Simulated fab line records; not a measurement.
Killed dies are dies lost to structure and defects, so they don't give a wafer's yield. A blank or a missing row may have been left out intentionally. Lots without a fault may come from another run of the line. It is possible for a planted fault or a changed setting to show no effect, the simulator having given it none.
Which tool is to blame? || flow sky130 || 13 lots with 39 wafers sampled at 5 steps, on a route of 708 steps

WHAT THE GAUGES SHOWED, per wafer
The record lacks any reading of a measuring or inspecting step that a usual standard deviation could be used to judge.

WHICH TOOL RAN EACH LOT (tool, then ch and the chambers of the sampled wafers, then the start)
{"lot": "L136", "SKY_CONTACT_STRIP_19": "plasmaAsher-01 ch 0,1, day 31 16:50", "SKY_VIA1_CVD_21": "cvdW-01 ch 0,1, day 34 01:31", "SKY_VIA2_CMP_02": "cmp-01 ch 0,1,2, day 35 05:58", "SKY_METAL4_METAL_ETCH_18": "rieMetal-02 ch 0,1, day 41 20:19", "SKY_METAL4_STRIP_19": "plasmaAsher-04 ch 0,1, day 41 20:29"}
{"lot": "L137", "SKY_CONTACT_STRIP_19": "plasmaAsher-02 ch 0,1, day 31 22:49", "SKY_VIA1_CVD_21": "cvdW-02 ch 0,1, day 34 07:40", "SKY_VIA2_CMP_02": "cmp-01 ch 1,2, day 35 11:56", "SKY_METAL4_METAL_ETCH_18": "rieMetal-01 ch 0,1, day 42 01:06", "SKY_METAL4_STRIP_19": "plasmaAsher-04 ch 0,1, day 42 01:16"}
{"lot": "L139", "SKY_CONTACT_STRIP_19": "plasmaAsher-01 ch 0,1, day 32 15:54", "SKY_VIA1_CVD_21": "cvdW-01 ch 0,1, day 35 01:57", "SKY_VIA2_CMP_02": "cmp-02 ch 0,1,2, day 36 06:20", "SKY_METAL4_METAL_ETCH_18": "rieMetal-02 ch 1, day 42 17:13", "SKY_METAL4_STRIP_19": "plasmaAsher-04 ch 0,1, day 42 17:31"}
{"lot": "L140", "SKY_CONTACT_STRIP_19": "plasmaAsher-03 ch 0,1, day 33 08:38", "SKY_VIA1_CVD_21": "cvdW-01 ch 0,1, day 35 17:31", "SKY_VIA2_CMP_02": "cmp-02 ch 1,3, day 36 21:35", "SKY_METAL4_METAL_ETCH_18": "rieMetal-02 ch 1, day 43 06:45", "SKY_METAL4_STRIP_19": "plasmaAsher-01 ch 0,1, day 43 06:59"}
{"lot": "L141", "SKY_CONTACT_STRIP_19": "plasmaAsher-02 ch 0,1, day 33 15:52", "SKY_VIA1_CVD_21": "cvdW-02 ch 0,1, day 36 00:09", "SKY_VIA2_CMP_02": "cmp-01 ch 1,2, day 37 03:33", "SKY_METAL4_METAL_ETCH_18": "rieMetal-01 ch 0,1, day 43 12:25", "SKY_METAL4_STRIP_19": "plasmaAsher-04 ch 0,1, day 43 12:35"}
{"lot": "L142", "SKY_CONTACT_STRIP_19": "plasmaAsher-03 ch 0,1, day 33 17:10", "SKY_VIA1_CVD_21": "cvdW-01 ch 0,1, day 36 02:14", "SKY_VIA2_CMP_02": "cmp-02 ch 2,3, day 37 05:47", "SKY_METAL4_METAL_ETCH_18": "rieMetal-04 ch 0,1, day 43 13:34", "SKY_METAL4_STRIP_19": "plasmaAsher-02 ch 0,1, day 43 13:44"}
{"lot": "L146", "SKY_CONTACT_STRIP_19": "plasmaAsher-03 ch 1, day 34 14:40", "SKY_VIA1_CVD_21": "cvdW-02 ch 1, day 36 22:59", "SKY_VIA2_CMP_02": "cmp-01 ch 1,2, day 38 03:00", "SKY_METAL4_METAL_ETCH_18": "rieMetal-02 ch 0,1, day 44 09:24", "SKY_METAL4_STRIP_19": "plasmaAsher-02 ch 0,1, day 44 09:34"}
{"lot": "L151", "SKY_CONTACT_STRIP_19": "plasmaAsher-03 ch 0,1, day 36 08:35", "SKY_VIA1_CVD_21": "cvdW-01 ch 0,1, day 38 15:37", "SKY_VIA2_CMP_02": "cmp-01 ch 0,2,3, day 39 18:14", "SKY_METAL4_METAL_ETCH_18": "rieMetal-04 ch 0,1, day 45 19:37", "SKY_METAL4_STRIP_19": "plasmaAsher-04 ch 0,1, day 45 19:47"}
{"lot": "L152", "SKY_CONTACT_STRIP_19": "plasmaAsher-02 ch 0,1, day 36 17:46", "SKY_VIA1_CVD_21": "cvdW-01 ch 0,1, day 39 01:34", "SKY_VIA2_CMP_02": "cmp-02 ch 0,2,3, day 40 03:44", "SKY_METAL4_METAL_ETCH_18": "rieMetal-01 ch 0,1, day 46 01:20", "SKY_METAL4_STRIP_19": "plasmaAsher-01 ch 0,1, day 46 01:31"}
{"lot": "L154", "SKY_CONTACT_STRIP_19": "plasmaAsher-02 ch 0,1, day 37 09:52", "SKY_VIA1_CVD_21": "cvdW-01 ch 0, day 39 15:02", "SKY_VIA2_CMP_02": "cmp-01 ch 1,2,3, day 40 18:01", "SKY_METAL4_METAL_ETCH_18": "rieMetal-01 ch 0,1, day 46 14:36", "SKY_METAL4_STRIP_19": "plasmaAsher-01 ch 0,1, day 46 14:46"}
{"lot": "L157", "SKY_CONTACT_STRIP_19": "plasmaAsher-03 ch 0, day 38 08:23", "SKY_VIA1_CVD_21": "cvdW-01 ch 0,1, day 40 13:01", "SKY_VIA2_CMP_02": "cmp-01 ch 0,1,3, day 41 15:01", "SKY_METAL4_METAL_ETCH_18": "rieMetal-01 ch 0,1, day 47 08:53", "SKY_METAL4_STRIP_19": "plasmaAsher-02 ch 0,1, day 47 09:04"}
{"lot": "L158", "SKY_CONTACT_STRIP_19": "plasmaAsher-03 ch 0, day 38 09:40", "SKY_VIA1_CVD_21": "cvdW-02 ch 0,1, day 40 15:13", "SKY_VIA2_CMP_02": "cmp-01 ch 2,3, day 41 17:03", "SKY_METAL4_METAL_ETCH_18": "rieMetal-04 ch 0,1, day 47 11:43", "SKY_METAL4_STRIP_19": "plasmaAsher-02 ch 1, day 47 11:53"}
{"lot": "L159", "SKY_CONTACT_STRIP_19": "plasmaAsher-01 ch 0,1, day 38 17:58", "SKY_VIA1_CVD_21": "cvdW-01 ch 1, day 40 22:52", "SKY_VIA2_CMP_02": "cmp-02 ch 1,2, day 42 00:41", "SKY_METAL4_METAL_ETCH_18": "rieMetal-04 ch 0,1, day 47 16:38", "SKY_METAL4_STRIP_19": "plasmaAsher-04 ch 0,1, day 47 16:49"}
- SKY_CONTACT_STRIP_19: strips in O2/N2.
- SKY_VIA1_CVD_21: deposits W, target thk 270 nm, time 80.902 s.
- SKY_VIA2_CMP_02: polishes SiO2.
- SKY_METAL4_METAL_ETCH_18: etches the open film in Cl2/BCl3, stops on SiO2, target depth 845 nm, time 183.1 s.
- SKY_METAL4_STRIP_19: strips in O2/N2.

WHAT THE TOOLS THEMSELVES READ (means of the sampled wafers that have a number; where no wafer has one, the mark that the record gives instead)
SKY_CONTACT_STRIP_19.
{"lot": "L136", "tool": "plasmaAsher-01", "drypumpMotorCurrentA (A)": 6.18, "oesProductAu (a.u.)": 0.387, "stripTimeToEndpointS (s)": 3.63}
{"lot": "L137", "tool": "plasmaAsher-02", "drypumpMotorCurrentA (A)": 6.07, "oesProductAu (a.u.)": 0.374, "stripTimeToEndpointS (s)": 3.60}
{"lot": "L139", "tool": "plasmaAsher-01", "drypumpMotorCurrentA (A)": 6.21, "oesProductAu (a.u.)": 0.381, "stripTimeToEndpointS (s)": 3.61}
{"lot": "L140", "tool": "plasmaAsher-03", "drypumpMotorCurrentA (A)": 5.95, "oesProductAu (a.u.)": 0.383, "stripTimeToEndpointS (s)": 3.59}
{"lot": "L141", "tool": "plasmaAsher-02", "drypumpMotorCurrentA (A)": 6.05, "oesProductAu (a.u.)": 0.376, "stripTimeToEndpointS (s)": 3.56}
{"lot": "L142", "tool": "plasmaAsher-03", "drypumpMotorCurrentA (A)": 5.95, "oesProductAu (a.u.)": 0.383, "stripTimeToEndpointS (s)": 3.63}
{"lot": "L146", "tool": "plasmaAsher-03", "drypumpMotorCurrentA (A)": 5.52, "oesProductAu (a.u.)": 0.378, "stripTimeToEndpointS (s)": 3.63}
{"lot": "L151", "tool": "plasmaAsher-03", "drypumpMotorCurrentA (A)": 5.93, "oesProductAu (a.u.)": 0.378, "stripTimeToEndpointS (s)": 3.59}
{"lot": "L152", "tool": "plasmaAsher-02", "drypumpMotorCurrentA (A)": 6.16, "oesProductAu (a.u.)": 0.381, "stripTimeToEndpointS (s)": 3.65}
{"lot": "L154", "tool": "plasmaAsher-02", "drypumpMotorCurrentA (A)": 6.17, "oesProductAu (a.u.)": 0.377, "stripTimeToEndpointS (s)": 3.62}
{"lot": "L157", "tool": "plasmaAsher-03", "drypumpMotorCurrentA (A)": 6.15, "oesProductAu (a.u.)": 0.384, "stripTimeToEndpointS (s)": 3.65}
{"lot": "L158", "tool": "plasmaAsher-03", "drypumpMotorCurrentA (A)": 6.16, "oesProductAu (a.u.)": 0.375, "stripTimeToEndpointS (s)": 3.63}
{"lot": "L159", "tool": "plasmaAsher-01", "drypumpMotorCurrentA (A)": 6.15, "oesProductAu (a.u.)": 0.381, "stripTimeToEndpointS (s)": 3.61}

SKY_VIA1_CVD_21.
{"lot": "L136", "tool": "cvdW-01", "heaterPowerW (W)": 926}
{"lot": "L137", "tool": "cvdW-02", "heaterPowerW (W)": 831}
{"lot": "L139", "tool": "cvdW-01", "heaterPowerW (W)": 944}
{"lot": "L140", "tool": "cvdW-01", "heaterPowerW (W)": 847}
{"lot": "L141", "tool": "cvdW-02", "heaterPowerW (W)": 847}
{"lot": "L142", "tool": "cvdW-01", "heaterPowerW (W)": 958}
{"lot": "L146", "tool": "cvdW-02", "heaterPowerW (W)": 780}
{"lot": "L151", "tool": "cvdW-01", "heaterPowerW (W)": 849}
{"lot": "L152", "tool": "cvdW-01", "heaterPowerW (W)": 939}
{"lot": "L154", "tool": "cvdW-01", "heaterPowerW (W)": 743}
{"lot": "L157", "tool": "cvdW-01", "heaterPowerW (W)": 962}
{"lot": "L158", "tool": "cvdW-02", "heaterPowerW (W)": 867}
{"lot": "L159", "tool": "cvdW-01", "heaterPowerW (W)": 1051}

SKY_VIA2_CMP_02.
{"lot": "L136", "tool": "cmp-01", "motorCurrentA (A)": 12.3}
{"lot": "L137", "tool": "cmp-01", "motorCurrentA (A)": 12.6}
{"lot": "L139", "tool": "cmp-02", "motorCurrentA (A)": 12.2}
{"lot": "L140", "tool": "cmp-02", "motorCurrentA (A)": 11.4}
{"lot": "L141", "tool": "cmp-01", "motorCurrentA (A)": 12.6}
{"lot": "L142", "tool": "cmp-02", "motorCurrentA (A)": 13.2}
{"lot": "L146", "tool": "cmp-01", "motorCurrentA (A)": 13.0}
{"lot": "L151", "tool": "cmp-01", "motorCurrentA (A)": 12.1}
{"lot": "L152", "tool": "cmp-02", "motorCurrentA (A)": 12.7}
{"lot": "L154", "tool": "cmp-01", "motorCurrentA (A)": 12.8}
{"lot": "L157", "tool": "cmp-01", "motorCurrentA (A)": 12.2}
{"lot": "L158", "tool": "cmp-01", "motorCurrentA (A)": 12.7}
{"lot": "L159", "tool": "cmp-02", "motorCurrentA (A)": 11.0}

SKY_METAL4_METAL_ETCH_18.
{"lot": "L136", "tool": "rieMetal-02", "drypumpMotorCurrentA (A)": 5.6, "oesProductAu (a.u.)": 0.866, "throttleValvePct (%)": 22.257}
{"lot": "L137", "tool": "rieMetal-01", "drypumpMotorCurrentA (A)": 5.8, "oesProductAu (a.u.)": 0.872, "throttleValvePct (%)": 22.271}
{"lot": "L139", "tool": "rieMetal-02", "drypumpMotorCurrentA (A)": 5.3, "oesProductAu (a.u.)": 0.869, "throttleValvePct (%)": 22.266}
{"lot": "L140", "tool": "rieMetal-02", "drypumpMotorCurrentA (A)": 5.3, "oesProductAu (a.u.)": 0.866, "throttleValvePct (%)": 22.267}
{"lot": "L141", "tool": "rieMetal-01", "drypumpMotorCurrentA (A)": 5.8, "oesProductAu (a.u.)": 0.866, "throttleValvePct (%)": 22.270}
{"lot": "L142", "tool": "rieMetal-04", "drypumpMotorCurrentA (A)": 5.5, "oesProductAu (a.u.)": 0.864, "throttleValvePct (%)": 22.258}
{"lot": "L146", "tool": "rieMetal-02", "drypumpMotorCurrentA (A)": 5.5, "oesProductAu (a.u.)": 0.857, "throttleValvePct (%)": 22.261}
{"lot": "L151", "tool": "rieMetal-04", "drypumpMotorCurrentA (A)": 5.5, "oesProductAu (a.u.)": 0.868, "throttleValvePct (%)": 22.263}
{"lot": "L152", "tool": "rieMetal-01", "drypumpMotorCurrentA (A)": 5.8, "oesProductAu (a.u.)": 0.873, "throttleValvePct (%)": 22.272}
{"lot": "L154", "tool": "rieMetal-01", "drypumpMotorCurrentA (A)": 5.8, "oesProductAu (a.u.)": 0.870, "throttleValvePct (%)": 22.261}
{"lot": "L157", "tool": "rieMetal-01", "drypumpMotorCurrentA (A)": 5.5, "oesProductAu (a.u.)": 0.871, "throttleValvePct (%)": 22.256}
{"lot": "L158", "tool": "rieMetal-04", "drypumpMotorCurrentA (A)": 5.5, "oesProductAu (a.u.)": 0.864, "throttleValvePct (%)": 22.265}
{"lot": "L159", "tool": "rieMetal-04", "drypumpMotorCurrentA (A)": 5.5, "oesProductAu (a.u.)": 0.864, "throttleValvePct (%)": 22.259}

SKY_METAL4_STRIP_19.
{"lot": "L136", "tool": "plasmaAsher-04", "drypumpMotorCurrentA (A)": 5.80, "oesProductAu (a.u.)": 0.499, "stripTimeToEndpointS (s)": 6.45}
{"lot": "L137", "tool": "plasmaAsher-04", "drypumpMotorCurrentA (A)": 5.80, "oesProductAu (a.u.)": 0.499, "stripTimeToEndpointS (s)": 6.49}
{"lot": "L139", "tool": "plasmaAsher-04", "drypumpMotorCurrentA (A)": 5.80, "oesProductAu (a.u.)": 0.507, "stripTimeToEndpointS (s)": 6.58}
{"lot": "L140", "tool": "plasmaAsher-01", "drypumpMotorCurrentA (A)": 6.16, "oesProductAu (a.u.)": 0.507, "stripTimeToEndpointS (s)": 6.65}
{"lot": "L141", "tool": "plasmaAsher-04", "drypumpMotorCurrentA (A)": 5.94, "oesProductAu (a.u.)": 0.501, "stripTimeToEndpointS (s)": 6.58}
{"lot": "L142", "tool": "plasmaAsher-02", "drypumpMotorCurrentA (A)": 6.17, "oesProductAu (a.u.)": 0.504, "stripTimeToEndpointS (s)": 6.51}
{"lot": "L146", "tool": "plasmaAsher-02", "drypumpMotorCurrentA (A)": 6.07, "oesProductAu (a.u.)": 0.529, "stripTimeToEndpointS (s)": 7.11}
{"lot": "L151", "tool": "plasmaAsher-04", "drypumpMotorCurrentA (A)": 5.92, "oesProductAu (a.u.)": 0.501, "stripTimeToEndpointS (s)": 6.54}
{"lot": "L152", "tool": "plasmaAsher-01", "drypumpMotorCurrentA (A)": 6.20, "oesProductAu (a.u.)": 0.497, "stripTimeToEndpointS (s)": 6.38}
{"lot": "L154", "tool": "plasmaAsher-01", "drypumpMotorCurrentA (A)": 6.13, "oesProductAu (a.u.)": 0.502, "stripTimeToEndpointS (s)": 6.51}
{"lot": "L157", "tool": "plasmaAsher-02", "drypumpMotorCurrentA (A)": 6.09, "oesProductAu (a.u.)": 0.499, "stripTimeToEndpointS (s)": 6.48}
{"lot": "L158", "tool": "plasmaAsher-02", "drypumpMotorCurrentA (A)": 6.25, "oesProductAu (a.u.)": 0.506, "stripTimeToEndpointS (s)": 6.54}
{"lot": "L159", "tool": "plasmaAsher-04", "drypumpMotorCurrentA (A)": 5.79, "oesProductAu (a.u.)": 0.494, "stripTimeToEndpointS (s)": 6.39}

THE ANSWER, worked out from the rows above alone
Rule: the lots themselves supply what counts as usual. Put in order of their means at a reading, lots are off if they are a third of the lots or fewer, leave a main group of 4 or more, and stand apart from it by a gap of 3 or more times the standard deviation of the main group's means; of several such gaps the widest counts. Not used: any main group whose means are identical at the precision the tables above print for the reading. Also off: a lot with no number at a reading for which 4 or more lots have one. Where the step has rows for the other lots, those lots are counted as sound. After the gauges, taken in route order, come the tools' own readings; for these a lot's mean is taken, as printed above. At the first step where some lot is off, the reading lying furthest off is the one used; lots without a number count as furthest.
Off at SKY_CONTACT_STRIP_19 (drypumpMotorCurrentA): L146. The main group: mean 6.09 A, standard deviation 0.097.
If a tool, at that step or one of the process steps before it, ran each lot that is off and ran no sound lot following the first of them, it fits. No candidate that was tried fits.

WHAT THE SIMULATOR HAD PUT IN
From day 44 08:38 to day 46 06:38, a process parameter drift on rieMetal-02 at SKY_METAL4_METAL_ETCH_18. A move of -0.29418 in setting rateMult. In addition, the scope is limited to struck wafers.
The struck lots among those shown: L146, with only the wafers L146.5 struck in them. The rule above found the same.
